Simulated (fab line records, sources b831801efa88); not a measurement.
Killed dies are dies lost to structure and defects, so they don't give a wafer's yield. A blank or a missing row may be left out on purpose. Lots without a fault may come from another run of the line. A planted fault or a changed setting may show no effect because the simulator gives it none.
Which tool did it? | flow sky130 | 14 lots, 42 wafers sampled, at 1 step of a route of 708

WHAT THE GAUGES READ, wafer by wafer
The record holds no reading of a measuring or inspecting step that can be judged against a usual standard deviation.

WHICH TOOL RAN EACH LOT (tool, then ch and the chambers of the sampled wafers, then the start)
lot  | SKY_LDD_N_IMPLANT_15
L958 | implanter-01 ch 0, day 18 08:50
L959 | implanter-03 ch 0, day 18 17:03
L960 | implanter-02 ch 0, day 19 04:53
L962 | implanter-02 ch 0, day 19 18:29
L963 | implanter-01 ch 0, day 20 05:32
L965 | implanter-03 ch 0, day 20 17:26
L966 | implanter-02 ch 0, day 21 05:45
L968 | implanter-03 ch 0, day 22 03:45
L971 | implanter-01 ch 0, day 23 00:14
L972 | implanter-01 ch 0, day 23 05:56
L976 | implanter-02 ch 0, day 24 14:56
L977 | implanter-01 ch 0, day 25 03:46
L979 | implanter-03 ch 0, day 25 19:02
L981 | implanter-03 ch 0, day 26 12:43
- SKY_LDD_N_IMPLANT_15

WHAT THE TOOLS THEMSELVES READ (means of the sampled wafers that have a number; where no wafer has one, the mark that the record gives instead)
SKY_LDD_N_IMPLANT_15. Usual: beam_on_s 9.97 s, standard deviation 0.2; faraday_current_uA 28.3, standard deviation 0.56.
lot  | tool         | beam_on_s (s) | faraday_current_uA | flag
L958 | implanter-01 | 9.95          | 28.3               |
L959 | implanter-03 | 9.84          | 28.7               |
L960 | implanter-02 | 9.85          | 28.6               |
L962 | implanter-02 | 9.93          | 28.4               |
L963 | implanter-01 | 9.84          | 28.5               |
L965 | implanter-03 | 14.06         | 20.0               | OFF
L966 | implanter-02 | 10.06         | 28.0               |
L968 | implanter-03 | 14.29         | 19.7               | OFF
L971 | implanter-01 | 9.93          | 28.4               |
L972 | implanter-01 | 9.88          | 28.6               |
L976 | implanter-02 | 10.06         | 28.0               |
L977 | implanter-01 | 10.10         | 27.8               |
L979 | implanter-03 | 9.91          | 28.4               |
L981 | implanter-03 | 9.69          | 29.0               |

THE ANSWER, worked out from the rows above alone
Rule: a lot is off if the mean of its wafers that have a number lies more than 3 standard deviations from the usual mean. A lot without any number at a reading at which 4 lots or more have one is off too. The other lots that the step has rows for count as sound. The gauges are gone through in route order, then the tools' own readings, and for those a lot's mean is taken as printed above. The first step at which some lot is off is used, and at that step the reading that is off furthest; a lot without a number counts as furthest.
Off: L965, L968, at SKY_LDD_N_IMPLANT_15 (beam_on_s).
A tool fits if, at that step or a process step before it, it ran every lot that is off, and no sound lot after the first of them. None of those tried fits.

WHAT THE SIMULATOR HAD PUT IN
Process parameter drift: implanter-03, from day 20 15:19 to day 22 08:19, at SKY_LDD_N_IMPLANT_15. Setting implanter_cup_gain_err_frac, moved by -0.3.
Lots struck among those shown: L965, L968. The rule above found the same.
